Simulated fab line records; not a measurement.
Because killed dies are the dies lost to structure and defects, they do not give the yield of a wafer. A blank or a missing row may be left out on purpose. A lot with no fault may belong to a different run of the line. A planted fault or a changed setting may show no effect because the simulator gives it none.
fab line records	flow sky130
record lots=12	wafers=36	last-day=50
route steps=708 shown CAPM@537 METAL3@565 VIA3@573 PAD_OPEN@708
lots untouched by any fault: they come from a run of this same line in which no faults occurred
start-h: hours from the record's opening day to when the first of the lot's shown wafers began	wait-h: hours since the lot's step before	" the same as in the row above	L1.1+2: a single row standing in for several wafers	- either no value or no given start	* or withheld: withheld	< > ~ a bound
route shown NAME@n: NAME is a module with steps in the file, n the number in the route of the first one	usual: the fault-free wafers' mean and standard deviation	same: alike in all rows	chamber/n: place in a boat	sites: per-site readings	_std_site: standard deviation of those values	_edge_site: inner sites' mean taken away from outer sites' mean	radius-mm: how far each site lies from the wafer's centre	mask NAME#n: copy n	behind: the last tool/chamber to shape the wafer	hold: the reason the lot was held/the length of the hold in hours/how it ended	device: which transistor (n, p or np) failed to switch	end of line: tests of these same wafers at the route's end	a step without rows: its recipe alone	killed: at the first sort, the dies lost to defects and structure; wafer yield is something else	map: a wafer's dies, marking killed ones x, the rest . and places with no die _
set.NAME: the setting the step ran with; set.NAME@STEP: the setting that earlier step ran with	model.NAME: the simulator's own value behind a step, which no gauge read
a sample of lots followed through the steps of the route, with each step as a table and each wafer as a row
services: a tool's chamber out of use, with start hour (start-h, from the record's first day; less than 0 if before it), hours out, and reason
## steps
# step SKY_CAPM_CVD_00
# recipe material=SiO2	target-thk-nm=15.5	temp-c=400	time-s=withheld	rf-w=450
# usual heater-power-w=745/87	rf-fwd-power-W=440.6/2
lot.wafer	tool	chamber	start-h	wait-h	heater-power-w	rf-fwd-power-W
L794.4	pecvd-01	0	848.17	0.0	821	442.2
L794.5	"	2	"	"	722	439.6
L794.6	"	1	"	"	572	442.8
L795.3	pecvd-02	0	868.10	0.0	759	443.1
L795.5	"	2	"	"	779	438.8
L795.6	"	1	"	"	758	440.1
L800.1	pecvd-02	1	903.08	0.0	754	438.7
L800.3	"	0	"	"	711	444.1
L800.4	"	1	"	"	763	438.5
L801.3	pecvd-01	0	914.41	0.0	802	440.2
L801.5	"	1	"	"	492	443.8
L801.6	"	0	"	"	810	440.3
L802.2	pecvd-03	2	927.24	0.0	729	438.7
L802.3	"	1	"	"	791	438.7
L802.4	"	2	"	"	733	440.3
L804.2	pecvd-03	0	934.66	0.0	901	444.0
L804.3	"	1	"	"	777	438.6
L804.4	"	2	"	"	708	439.6
L805.2	pecvd-03	2	936.07	0.0	747	438.4
L805.4	"	2	"	"	751	439.7
L805.5	"	0	"	"	887	441.2
L807.3	pecvd-02	0	958.38	0.0	717	444.3
L807.4	"	2	"	"	812	439.2
L807.5	"	0	"	"	717	442.5
L813.1	pecvd-02	0	988.99	0.0	797	444.2
L813.5	"	0	"	"	779	442.6
L813.6	"	2	"	"	810	438.4
L814.1	pecvd-02	2	992.39	0.0	742	439.3
L814.3	"	0	"	"	793	444.1
L814.4	"	2	"	"	756	440.9
L815.1	pecvd-03	1	1005.22	0.0	683	438.6
L815.2	"	0	"	"	931	444.8
L815.5	"	2	"	"	740	439.7
L816.2	pecvd-02	0	1018.77	0.0	810	446.0
L816.4	"	2	"	"	828	439.2
L816.6	"	1	"	"	770	440.4
# step SKY_METAL3_DESCUM_15
# recipe chemistry=O2	source-power-w=150	bias-power-w=0	pressure-mtorr=10	temp-c=40	time-s=8
# usual drypump-motor-current-A=5.9/0.57	oes-product-au=0.999/0.011	rf-fwd-power-W=146.8/0.58
lot.wafer	tool	chamber	start-h	wait-h	drypump-motor-current-A	oes-product-au	rf-fwd-power-W	rf-hours-counter-h
L794.4	rie-metal-02	0	900.92	0.0	5.0	0.996	146.0	-
L794.5	"	1	"	"	6.6	0.989	146.2	-
L794.6	"	0	"	"	5.0	0.996	146.5	-
L795.3	rie-metal-01	0	919.30	0.0	6.1	1.005	147.1	-
L795.5	"	0	"	"	6.1	0.995	146.5	-
L795.6	"	1	"	"	6.0	0.996	148.1	-
L800.1	rie-metal-02	1	952.86	0.0	6.5	0.985	146.5	9
L800.3	"	1	"	"	6.6	0.998	146.8	-
L800.4	"	0	"	"	5.0	0.995	147.1	-
L801.3	rie-metal-02	1	963.08	0.0	6.6	0.994	146.2	-
L801.5	"	0	"	"	5.0	0.995	146.7	-
L801.6	"	1	"	"	6.6	0.995	146.4	-
L802.2	rie-metal-03	0	976.52	0.0	6.0	0.994	145.7	1
L802.3	"	0	"	"	6.0	0.995	146.2	-
L802.4	"	1	"	"	6.3	1.021	146.9	-
L804.2	rie-metal-02	1	983.99	0.0	6.6	0.977	145.9	11
L804.3	"	1	"	"	6.6	0.975	146.4	-
L804.4	"	0	"	"	5.0	0.983	147.3	-
L805.2	rie-metal-01	0	985.24	0.0	6.1	1.003	148.1	9
L805.4	"	1	"	"	6.0	0.999	147.5	-
L805.5	"	0	"	"	6.1	1.001	147.2	-
L807.3	rie-metal-03	0	1006.12	0.0	6.0	0.999	146.7	-
L807.4	"	1	"	"	6.2	1.018	146.0	-
L807.5	"	0	"	"	6.0	1.007	147.2	-
L813.1	rie-metal-01	1	1035.62	0.0	6.0	0.992	147.9	9
L813.5	"	1	"	"	6.0	0.996	147.8	-
L813.6	"	0	"	"	6.1	0.997	147.1	-
L814.1	rie-metal-02	0	1038.46	0.0	5.0	1.000	146.4	11
L814.3	"	0	"	"	5.0	0.999	146.9	-
L814.4	"	1	"	"	6.6	0.994	147.3	-
L815.1	rie-metal-02	1	1051.11	0.0	6.6	0.977	145.7	15
L815.2	"	0	"	"	5.0	0.998	146.6	11
L815.5	"	1	"	"	6.6	0.973	146.0	-
L816.2	rie-metal-03	0	1063.22	0.0	6.0	1.000	147.1	6
L816.4	"	0	"	"	6.0	1.003	146.7	-
L816.6	"	1	"	"	6.2	1.027	146.3	-
# step SKY_VIA3_HDPCVD_00
# recipe material=SiO2	target-thk-nm=1635	sigma-open-frac=0.3	time-s=261.3	temp-c=400	sih4-flow-sccm=60	pressure-mtorr=6
lot.wafer	tool	chamber	start-h	wait-h
L794.4+5+6	hdpcvd-02	2,1,0	901.95	0.1
L795.3+5+6	hdpcvd-01	1,1,2	920.26	0.0
L800.1+3+4	hdpcvd-01	1,0,1	953.81	0.0
L801.3+5+6	hdpcvd-01	2,1,0	963.99	0.0
L802.2+3+4	hdpcvd-01	2,1,2	977.66	0.0
L804.2+3+4	hdpcvd-01	1,0,1	985.00	0.0
L805.2+4+5	hdpcvd-01	1,2,0	986.25	0.0
L807.3+4+5	hdpcvd-02	1,1,2	1007.06	0.0
L813.1+5+6	hdpcvd-02	1,0,1	1036.54	0.0
L814.1+3+4	hdpcvd-02	0,2,1	1039.37	0.0
L815.1+2+5	hdpcvd-01	1,0,1	1052.15	0.0
L816.2+4+6	hdpcvd-02	2,0,1	1064.16	0.0
# step SKY_VIA3_THK_MEAS_01
# recipe reads=SiO2_of_VIA3_HDPCVD_00
# usual VIA3_HDPCVD_THK=1573/19
lot.wafer	tool	chamber	start-h	wait-h	VIA3_HDPCVD_THK[nm]
L794.4	film-metro-03	-	902.06	0.0	1559
L794.5	"	-	"	"	1539
L794.6	"	-	"	"	1564
L795.3	film-metro-03	-	920.45	0.1	1561
L795.5	"	-	"	"	1566
L795.6	"	-	"	"	1585
L800.1	film-metro-04	-	953.98	0.1	1562
L800.3	"	-	"	"	1597
L800.4	"	-	"	"	1561
L801.3	film-metro-02	-	964.18	0.1	1581
L801.5	"	-	"	"	1591
L801.6	"	-	"	"	1613
L802.2	film-metro-02	-	977.83	0.1	1595
L802.3	"	-	"	"	1547
L802.4	"	-	"	"	2414
L804.2	film-metro-02	-	985.18	0.1	1558
L804.3	"	-	"	"	1575
L804.4	"	-	"	"	2385
L805.2	film-metro-04	-	986.42	0.1	1565
L805.4	"	-	"	"	2402
L805.5	"	-	"	"	2416
L807.3	film-metro-03	-	1007.25	0.1	1581
L807.4	"	-	"	"	1583
L807.5	"	-	"	"	1553
L813.1	film-metro-04	-	1036.71	0.1	1594
L813.5	"	-	"	"	1562
L813.6	"	-	"	"	1595
L814.1	film-metro-03	-	1039.54	0.1	1555
L814.3	"	-	"	"	1542
L814.4	"	-	"	"	1570
L815.1	film-metro-04	-	1052.40	0.2	1557
L815.2	"	-	"	"	1579
L815.5	"	-	"	"	1549
L816.2	film-metro-03	-	1064.34	0.1	1581
L816.4	"	-	"	"	1600
L816.6	"	-	"	"	1621
# step SKY_VIA3_BOW_MEAS_03
# recipe mode=bow
# usual VIA3_BOW=79/8.2
lot.wafer	tool	chamber	start-h	wait-h	VIA3_BOW[um]
L794.4	film-metro-03	-	902.45	0.3	78
L794.5	"	-	"	"	93
L794.6	"	-	"	"	89
L795.3	film-metro-03	-	921.02	0.2	79
L795.5	"	-	"	"	88
L795.6	"	-	"	"	79
L800.1	film-metro-03	-	954.34	0.1	78
L800.3	"	-	"	"	90
L800.4	"	-	"	"	61
L801.3	film-metro-02	-	964.56	0.3	85
L801.5	"	-	"	"	75
L801.6	"	-	"	"	85
L802.2	film-metro-03	-	978.20	0.2	95
L802.3	"	-	"	"	95
L802.4	"	-	"	"	80
L804.2	film-metro-03	-	985.55	0.3	88
L804.3	"	-	"	"	83
L804.4	"	-	"	"	80
L805.2	film-metro-04	-	986.79	0.2	88
L805.4	"	-	"	"	83
L805.5	"	-	"	"	77
L807.3	film-metro-04	-	1007.63	0.1	76
L807.4	"	-	"	"	75
L807.5	"	-	"	"	82
L813.1	film-metro-03	-	1037.07	0.1	74
L813.5	"	-	"	"	73
L813.6	"	-	"	"	72
L814.1	film-metro-02	-	1039.90	0.1	99
L814.3	"	-	"	"	83
L814.4	"	-	"	"	78
L815.1	film-metro-04	-	1052.76	0.1	64
L815.2	"	-	"	"	63
L815.5	"	-	"	"	67
L816.2	film-metro-03	-	1064.71	0.2	76
L816.4	"	-	"	"	71
L816.6	"	-	"	"	76
# step SKY_PAD_OPEN_PROBE_99
# usual defect-limited-yield=82.4/1.7	killed_at_M0_to_M3=43/6.4	killed_at_M4_up=3.5/1.8	killed-at-contacts=25/5.7	killed-at-front-end=15/3.9	killed-at-other=0.3/0.67	killed-dies=87/8.6	killed-open=47/6.7	killed-short=39/5.9	sort_bin_3_pad_short=0.9/0.43	sort_bin_5_function=10.4/1.3	sort_bin_6_memory=6.3/1.1	sort-n-pass=405/8.6	sort-yield-pct=82.4/1.7
# same gross-dies=492	killed-at-back-side=0	sort_bin_4_leakage[%]=0	sort_bin_8_speed[%]=0
lot.wafer	tool	chamber	start-h	wait-h	defect-limited-yield[%]	killed_at_M0_to_M3	killed_at_M4_up	killed-at-contacts	killed-at-front-end	killed-at-other	killed-dies	killed-open	killed-short	sort_bin_3_pad_short[%]	sort_bin_5_function[%]	sort_bin_6_memory[%]	sort-n-pass	sort-yield-pct[%]
L800.1	prober-01	-	1116.71	0.1	87.0	29	1	23	11	0	64	32	32	1.2	7.9	3.9	428	87.0
L800.3	prober-01	-	1116.81	0.2	80.5	50	2	29	15	0	96	55	41	1.0	11.2	7.3	396	80.5
L800.4	prober-01	-	1116.86	0.2	84.6	42	2	22	10	0	76	41	35	1.8	8.9	4.7	416	84.6
L816.2	prober-02	-	1201.45	0.1	83.5	37	5	24	15	0	81	52	29	0.8	10.6	5.1	411	83.5
L816.4	prober-02	-	1201.55	0.2	81.3	40	3	30	19	0	92	50	42	1.2	11.2	6.3	400	81.3
L816.6	prober-02	-	1201.65	0.2	83.1	45	4	19	15	0	83	44	39	0.4	9.8	6.7	409	83.1
# killed by level:class
L800.1 CONTACT:geometric-particle:open=9 VIA1:geometric-particle:short=6 VIA1:geometric-particle:open=6 LI_CONTACT:geometric-particle:open=5 POLY_GATE:geometric-particle:short=4 LOCAL_INTERCONNECT:geometric-particle:short=4 POLY_GATE:geometric-particle:open=3 LI_CONTACT:geometric-particle:short=3
L800.3 CONTACT:geometric-particle:open=14 VIA1:geometric-particle:open=13 VIA1:geometric-particle:short=7 METAL1:geometric-particle:short=6 LOCAL_INTERCONNECT:geometric-particle:short=5 POLY_GATE:geometric-particle:open=4 VIA2:geometric-particle:short=4 VIA2:geometric-particle:open=4
L800.4 VIA1:geometric-particle:open=10 CONTACT:geometric-particle:open=10 METAL1:geometric-particle:short=9 LI_CONTACT:geometric-particle:open=6 METAL2:geometric-particle:short=6 VIA1:geometric-particle:short=6 POLY_GATE:geometric-particle:short=4 VIA2:geometric-particle:open=4
L816.2 CONTACT:geometric-particle:open=8 LI_CONTACT:geometric-particle:open=8 VIA2:geometric-particle:open=8 VIA1:geometric-particle:open=7 POLY_GATE:geometric-particle:open=5 METAL1:geometric-particle:short=5 LI_CONTACT:geometric-particle:short=4 FIELD_ISO:geometric-particle:open=3
L816.4 CONTACT:geometric-particle:open=9 LI_CONTACT:geometric-particle:open=7 VIA1:geometric-particle:open=7 VIA3:geometric-particle:open=6 LI_CONTACT:geometric-particle:short=5 LOCAL_INTERCONNECT:geometric-particle:short=5 VIA2:geometric-particle:open=5 VIA2:geometric-particle:short=5
L816.6 VIA1:geometric-particle:open=9 METAL2:geometric-particle:short=8 CONTACT:geometric-particle:open=8 VIA2:geometric-particle:open=6 METAL1:geometric-particle:short=6 VIA3:geometric-particle:open=6 LI_CONTACT:geometric-particle:open=5 FIELD_ISO:geometric-particle:open=4
## services
tool	chamber	start-h	hours	kind
hdpcvd-02	-	825.05	2.8	pm
pecvd-03	0	838.72	26.9	repair
pecvd-02	2	878.12	5.9	repair
pecvd-03	0	881.15	2.1	scheduled-down
pecvd-01	2	882.44	5.8	repair
pecvd-02	2	902.91	2.1	scheduled-down
hdpcvd-01	0	930.33	6.8	repair
pecvd-03	-	940.19	1.3	repair
hdpcvd-02	-	950.25	15.0	pm
hdpcvd-02	0	950.25	15.0	vent-cycle
hdpcvd-02	1	950.25	15.0	vent-cycle
hdpcvd-02	2	950.25	15.0	vent-cycle
hdpcvd-02	0	965.25	-	clean
hdpcvd-02	1	965.25	-	clean
hdpcvd-02	2	965.25	-	clean
rie-metal-02	0	972.21	8.2	repair
pecvd-02	2	975.58	3.8	repair
pecvd-01	-	977.33	2.8	pm
hdpcvd-01	2	990.28	16.4	repair
hdpcvd-01	0	1018.87	3.7	repair
hdpcvd-02	-	1034.74	0.8	repair
hdpcvd-02	-	1037.11	1.3	repair
hdpcvd-01	2	1051.89	3.6	repair
rie-metal-01	-	1057.53	0.8	repair
## key
first-sign step=SKY_VIA3_THK_MEAS_01	reading=VIA3_HDPCVD_THK	direction=up	sigmas=45	usual=1573	struck=2404
effect none on later readings
met-at SKY_VIA3_HDPCVD_00
struck-lots L802,L804,L805
struck-wafers L802.4,L804.4,L805.4,L805.5
not-acting-at SKY_CAPM_CVD_00,SKY_METAL3_DESCUM_15,SKY_VIA3_BOW_MEAS_03
onset-between 963.99 977.66
fault kind=process-parameter-drift	tool=hdpcvd-01	chamber=-	onset-h=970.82	steps=SKY_VIA3_HDPCVD_00	channel=target-thk-nm	offset=861.43	shape=step	end-h=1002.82	scope=struck-wafers-only	acts-in=these-recipes-only	stated=1635
